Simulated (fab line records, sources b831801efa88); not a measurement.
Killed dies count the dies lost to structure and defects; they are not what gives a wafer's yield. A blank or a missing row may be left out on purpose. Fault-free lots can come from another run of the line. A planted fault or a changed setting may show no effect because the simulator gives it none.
Which tool is to blame? | flow sky130 | 10 lots (30 wafers sampled), 1 step of a 708-step route

== WHAT THE GAUGES READ, wafer by wafer ==
SKY_METAL1_THK_MEAS_06: measures by xrf. Usual: for METAL1_ALCU_THK the level is 251.3 nm and the standard deviation is 2.9.
lot  | measured     | on            | METAL1_ALCU_THK (nm) | flag
L569 | day 32 09:46 | film-metro-03 | 251.9 248.2 251.7    |
L570 | day 33 01:21 | film-metro-01 | 254.0 252.2 252.7    |
L573 | day 34 04:00 | film-metro-01 | 252.1 254.0 255.0    |
L578 | day 35 10:28 | film-metro-01 | 250.6 252.4 254.4    |
L580 | day 35 20:17 | film-metro-01 | 245.5 248.6 249.0    |
L582 | day 36 09:43 | film-metro-03 | 251.2 252.4 252.4    |
L583 | day 36 23:05 | film-metro-02 | 255.4 253.7 255.1    |
L584 | day 37 06:05 | film-metro-01 | 252.3 248.3 250.4    |
L587 | day 38 08:34 | film-metro-01 | 252.6 251.3 248.6    |
L589 | day 38 20:11 | film-metro-03 | 247.2 248.4 251.9    |

== WHAT TOOL EACH LOT RAN ON (gives the tool, then ch and the chambers of the sampled wafers, and finally the start) ==
No process step before these readings appears in the record.

== WHAT THE TOOLS THEMSELVES READ (means of the sampled wafers that have a number; where no wafer has one, the mark that the record gives instead) ==
The record holds no such reading with a usual standard deviation.

== THE ANSWER, worked out from the rows above alone ==
Rule: a lot is off if the mean of its wafers that have a number lies more than 3 standard deviations from the usual mean. A lot without any number at a reading at which 4 lots or more have one is off too. Where the step has rows for the other lots, those lots are counted as sound. The gauges are gone through in route order, then the tools' own readings, and for those a lot's mean is taken as printed above. The first step at which some lot is off is used, and at that step the reading that is off furthest; a lot without a number counts as furthest.
None of the lots is off at any reading shown; this tells nothing.

== WHAT WAS PUT IN BY THE SIMULATOR ==
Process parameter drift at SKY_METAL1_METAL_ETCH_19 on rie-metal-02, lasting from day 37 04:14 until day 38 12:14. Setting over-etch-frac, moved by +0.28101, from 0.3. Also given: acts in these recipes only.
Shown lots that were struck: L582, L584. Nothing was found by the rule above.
